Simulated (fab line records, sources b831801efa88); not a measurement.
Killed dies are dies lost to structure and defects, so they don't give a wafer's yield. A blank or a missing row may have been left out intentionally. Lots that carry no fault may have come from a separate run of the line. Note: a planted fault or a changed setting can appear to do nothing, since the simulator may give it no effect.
fab line records ; flow sky130 ; part 2 of 2: steps 31 to 40 of 40
record: lots: 5; wafers: 15; lastDay: 50
route steps=708 shown LDD_HVP@286 LDD_LDN@289 SPACER@304 POLY_CUT@307 SD_P@320
lots untouched by any fault: they come from a run of this same line in which no faults occurred
startH: hours from the record's first day to the start of the lot's first wafer shown ; waitH: hours since the lot's step before ; " same as the row above ; L1.1+2: a single row standing in for several wafers ; - no value, or no start given ; * or withheld: withheld ; < > ~ a bound
route shown NAME@n: names a module that has steps shown in the file, with the first one's number in the route ; usual: mean/standard deviation taken from wafers without a fault ; same: alike in all rows ; chamber/n: place in a boat ; sites: readings site by site ; _std_site: their standard deviation ; _edge_site: the outer-site mean with the inner-site mean subtracted ; radiusMm: for every site, how far away it sits from the centre of the wafer ; mask NAME#n: copy n ; behind: tool/chamber where the wafer was last shaped ; hold: the reason the lot was held/the length of the hold in hours/how it ended ; device: transistor that didn't switch, given as n, p or np ; end of line: tests of these same wafers at the route's end ; for a step that has no rows: nothing shown but its recipe ; killed: dies that structure and defects cost at the first sort, which is not the same as the wafer's yield ; map: the dies of a wafer, with x for killed, . for not killed, _ for no die there
set.NAME: the setting as run; set.NAME@STEP: as run at that earlier step ; model.NAME: the simulator's own value behind a step, which no gauge read
lots at some steps of the route; a table a step, a row a wafer
services: the hour from which a tool's chamber was out of use, counted from the record's first day as startH (under 0 if before that day), plus the number of hours and why
== steps ==
step: SKY_POLY_CUT_OVL_MEAS_09
usual: POLY_CUT_OVL: 0/5.2
lot.wafer;tool;chamber;startH;waitH;POLY_CUT_OVL[nm]
L076.2;overlay-01;-;598.18;0.1;2
L076.3;overlay-01;-;598.18;0.1;2
L076.6;overlay-01;-;598.18;0.1;7
L077.3;overlay-02;-;598.84;0.1;-1
L077.5;overlay-02;-;598.84;0.1;5
L077.6;overlay-02;-;598.84;0.1;-2
L085.1;overlay-01;-;687.98;0.1;3
L085.2;overlay-01;-;687.98;0.1;9
L085.5;overlay-01;-;687.98;0.1;2
L088.1;overlay-02;-;697.12;0.1;-1
L088.2;overlay-02;-;697.12;0.1;-6
L088.5;overlay-02;-;697.12;0.1;-5
L096.1;overlay-01;-;727.32;0.1;-1
L096.3;overlay-01;-;727.32;0.1;4
L096.6;overlay-01;-;727.32;0.1;-3
step: SKY_POLY_CUT_ETCH_10
recipe: chemistry: N2/H2; target: BARC; ionEnergyEv: 200; sourceW: 500; biasW: 100; pressureMtorr: 30; n2FlowSccm: 100; h2FlowSccm: 200; stopOn: SiO2; timeS: 45.9; targetDepthA: 600
usual: drypumpMotorCurrentA: 5.7/0.38; oesProductAu: 0.854/0.0042; throttleValvePct: 13.225/0.0085
same: timeS: 45.9
lot.wafer;tool;chamber;startH;waitH;drypumpMotorCurrentA;oesProductAu;rfHoursCounterH;throttleValvePct
L076.2;rieDiel-03;3;598.21;0.0;5.4;0.853;3;13.238
L076.3;rieDiel-03;2;598.21;0.0;5.6;0.852;12;13.231
L076.6;rieDiel-03;1;598.21;0.0;5.5;0.856;-;13.210
L077.3;rieDiel-01;0;598.86;0.0;5.3;0.852;4;13.219
L077.5;rieDiel-01;0;598.86;0.0;5.3;0.845;-;13.223
L077.6;rieDiel-01;3;598.86;0.0;6.0;0.857;-;13.218
L085.1;rieDiel-04;1;688.01;0.0;5.2;0.849;22;13.234
L085.2;rieDiel-04;2;688.01;0.0;6.1;0.856;11;13.217
L085.5;rieDiel-04;0;688.01;0.0;5.4;0.852;-;13.231
L088.1;rieDiel-04;0;697.16;0.0;5.4;0.854;7;13.239
L088.2;rieDiel-04;2;697.16;0.0;6.1;0.850;11;13.213
L088.5;rieDiel-04;2;697.16;0.0;6.1;0.854;-;13.229
L096.1;rieDiel-04;0;727.35;0.0;5.4;0.864;8;13.233
L096.3;rieDiel-04;2;727.35;0.0;6.1;0.859;12;13.229
L096.6;rieDiel-04;0;727.35;0.0;5.4;0.857;-;13.231
step: SKY_POLY_CUT_ETCH_11
recipe: target: Si3N4; chemistry: CF4/CH2F2/Ar; stopOn: poly-Si; sourceW: 600; biasW: 150; pressureMtorr: 40; cf4FlowSccm: 40; ch2f2FlowSccm: 20; Ar_flow_sccm: 150; timeS: 42.5; targetDepthA: 600
usual: drypumpMotorCurrentA: 5.7/0.38; oesProductAu: 0.830/0.0068; throttleValvePct: 14.994/0.009
same: timeS: 42.5
lot.wafer;tool;chamber;startH;waitH;drypumpMotorCurrentA;oesProductAu;rfHoursCounterH;throttleValvePct
L076.2;rieDiel-03;3;598.26;0.0;5.4;0.822;3;14.993
L076.3;rieDiel-03;2;598.26;0.0;5.7;0.830;12;15.001
L076.6;rieDiel-03;1;598.26;0.0;5.5;0.827;-;14.990
L077.3;rieDiel-01;0;598.91;0.0;5.3;0.833;4;14.982
L077.5;rieDiel-01;0;598.91;0.0;5.3;0.839;-;14.982
L077.6;rieDiel-01;3;598.91;0.0;6.0;0.830;-;14.998
L085.1;rieDiel-04;1;688.06;0.0;5.2;0.828;22;15.012
L085.2;rieDiel-04;2;688.06;0.0;6.1;0.834;11;14.995
L085.5;rieDiel-04;0;688.06;0.0;5.4;0.827;-;14.989
L088.1;rieDiel-04;0;697.20;0.0;5.4;0.831;7;14.985
L088.2;rieDiel-04;2;697.20;0.0;6.1;0.833;11;14.990
L088.5;rieDiel-04;2;697.20;0.0;6.0;0.824;-;14.990
L096.1;rieDiel-04;0;727.40;0.0;5.3;0.821;8;14.986
L096.3;rieDiel-04;2;727.40;0.0;6.1;0.829;12;14.991
L096.6;rieDiel-04;0;727.40;0.0;5.4;0.830;-;14.982
step: SKY_POLY_CUT_STRIP_12
recipe: chemistry: O2/N2; powerW: 1400; pressureMtorr: 1500; platenTempC: withheld; o2FlowSccm: 3000; n2FlowSccm: 300; overashFraction: 0.5
usual: drypumpMotorCurrentA: 5.7/0.62; oesProductAu: 0.452/0.0048; stripTimeToEndpointS: 5.351/0.018
lot.wafer;tool;chamber;startH;waitH;drypumpMotorCurrentA;oesProductAu;rfHoursCounterH;stripTimeToEndpointS
L076.2;plasmaAsher-02;0;598.30;0.0;6.8;0.461;80;5.336
L076.3;plasmaAsher-02;0;598.30;0.0;6.7;0.444;-;5.337
L076.6;plasmaAsher-02;1;598.30;0.0;5.3;0.452;-;5.365
L077.3;plasmaAsher-01;1;598.98;0.1;5.6;0.454;-;5.323
L077.5;plasmaAsher-01;1;598.98;0.1;5.6;0.446;-;5.332
L077.6;plasmaAsher-01;0;598.98;0.1;5.3;0.455;-;5.328
L085.1;plasmaAsher-03;0;688.10;0.0;5.8;0.450;26;5.335
L085.2;plasmaAsher-03;1;688.10;0.0;4.9;0.457;26;5.333
L085.5;plasmaAsher-03;1;688.10;0.0;4.9;0.448;-;5.328
L088.1;plasmaAsher-01;0;697.24;0.0;5.3;0.452;54;5.361
L088.2;plasmaAsher-01;1;697.24;0.0;5.6;0.444;54;5.361
L088.5;plasmaAsher-01;1;697.24;0.0;5.6;0.441;-;5.363
L096.1;plasmaAsher-02;0;727.44;0.0;6.7;0.456;94;5.351
L096.3;plasmaAsher-02;0;727.44;0.0;6.8;0.450;-;5.375
L096.6;plasmaAsher-02;0;727.44;0.0;6.7;0.454;-;5.370
step: SKY_SD_P_DEHYDRATE_00
recipe: tempC: 200; timeS: 60
same: timeS: 60
lot.wafer;tool;chamber;startH;waitH
L076.2+3+6;lithoTrack-02;0;612.22;13.9
L077.3+5+6;lithoTrack-02;0;613.44;14.4
L085.1+2+5;lithoTrack-02;0;701.44;13.3
L088.1+2+5;lithoTrack-04;0;711.00;13.7
L096.1+3+6;lithoTrack-02;0;741.34;13.9
step: SKY_SD_P_HMDS_01
recipe: primeTimeS: 60; primeTempC: 120
lot.wafer;tool;chamber;startH;waitH
L076.2+3+6;lithoTrack-02;0;612.37;0.1
L077.3+5+6;lithoTrack-02;0;613.59;0.1
L085.1+2+5;lithoTrack-02;0;701.59;0.1
L088.1+2+5;lithoTrack-04;0;711.15;0.1
L096.1+3+6;lithoTrack-02;0;741.49;0.1
step: SKY_SD_P_COAT_02
recipe: resist: NOVOLAK; spinRpm: 3000; resistThkNm: 1140
usual: dispensePressureKPa: 47.7/2.1
lot.wafer;tool;chamber;startH;waitH;dispensePressureKPa
L076.2;lithoTrack-02;0;612.52;0.1;46.0
L076.3;lithoTrack-02;0;612.52;0.1;46.0
L076.6;lithoTrack-02;0;612.52;0.1;46.0
L077.3;lithoTrack-02;0;613.74;0.1;46.0
L077.5;lithoTrack-02;0;613.74;0.1;46.0
L077.6;lithoTrack-02;0;613.74;0.1;46.0
L085.1;lithoTrack-02;0;701.74;0.1;46.0
L085.2;lithoTrack-02;0;701.74;0.1;46.0
L085.5;lithoTrack-02;0;701.74;0.1;46.0
L088.1;lithoTrack-04;0;711.30;0.1;50.0
L088.2;lithoTrack-04;0;711.30;0.1;50.0
L088.5;lithoTrack-04;0;711.30;0.1;50.0
L096.1;lithoTrack-02;0;741.64;0.1;46.0
L096.3;lithoTrack-02;0;741.64;0.1;46.0
L096.6;lithoTrack-02;0;741.64;0.1;45.9
step: SKY_SD_P_SOFTBAKE_03
recipe: tempC: 90; timeS: 60; resist: NOVOLAK
same: timeS: 60
lot.wafer;tool;chamber;startH;waitH
L076.2+3+6;lithoTrack-02;0;612.67;0.1
L077.3+5+6;lithoTrack-02;0;613.89;0.1
L085.1+2+5;lithoTrack-02;0;701.89;0.1
L088.1+2+5;lithoTrack-04;0;711.45;0.1
L096.1+3+6;lithoTrack-02;0;741.79;0.1
step: SKY_SD_P_EXPOSE_04
recipe: maskId: PSDM; na: 0.6; sourceShape: conventional; sigmaOuter: 0.6; polarization: unpolarized; targetCdNm: 380; doseMj: 138
same: sigmaOuter: 0.6
lot.wafer;tool;chamber;startH;waitH;mask
L076.2+3+6;ilineStepper-01;0;-;-;PSDM#0
L077.3+5+6;ilineStepper-01;0;-;-;PSDM#0
L085.1+2+5;ilineStepper-01;0;-;-;PSDM#0
L088.1+2+5;ilineStepper-02;0;-;-;PSDM#0
L096.1+3+6;ilineStepper-01;0;-;-;PSDM#0
step: SKY_SD_P_PEB_05
recipe: tempC: withheld; timeS: *; resist: NOVOLAK
same: timeS: *
lot.wafer;tool;chamber;startH;waitH
L076.2+3+6;lithoTrack-01;0;-;-
L077.3+5+6;lithoTrack-04;0;-;-
L085.1+2+5;lithoTrack-04;0;-;-
L088.1+2+5;lithoTrack-04;0;-;-
L096.1+3+6;lithoTrack-04;0;-;-
== services ==
tool;chamber;startH;hours;kind
plasmaAsher-04;-;529.23;0.4;repair
rieDiel-01;-;532.60;0.5;repair
plasmaAsher-04;-;557.51;2.8;pm
ilineStepper-02;-;560.45;18.7;repair
implanter-04;-;565.97;0.5;repair
ilineStepper-02;-;579.14;1.7;pm
plasmaAsher-04;-;579.41;1.6;repair
ilineStepper-01;-;580.81;1.7;pm
rieDiel-01;1;591.45;2.0;repair
implanter-03;-;604.22;3.1;pm
plasmaAsher-02;-;620.33;0.7;repair
implanter-03;-;625.27;2.3;pm
plasmaAsher-02;-;631.58;2.8;repair
implanter-04;-;663.31;14.7;pm
plasmaAsher-02;-;674.39;2.8;pm
ilineStepper-01;-;677.76;3.7;repair
rieDiel-04;2;678.15;4.4;repair
ilineStepper-02;-;692.79;4.3;repair
rieDiel-01;0;707.43;16.2;repair
rieDiel-04;0;709.82;3.2;repair
implanter-01;-;723.31;2.7;repair
lpcvd-02;-;728.61;14.6;pm
plasmaAsher-04;-;733.83;9.0;pm
implanter-03;-;752.58;6.8;repair
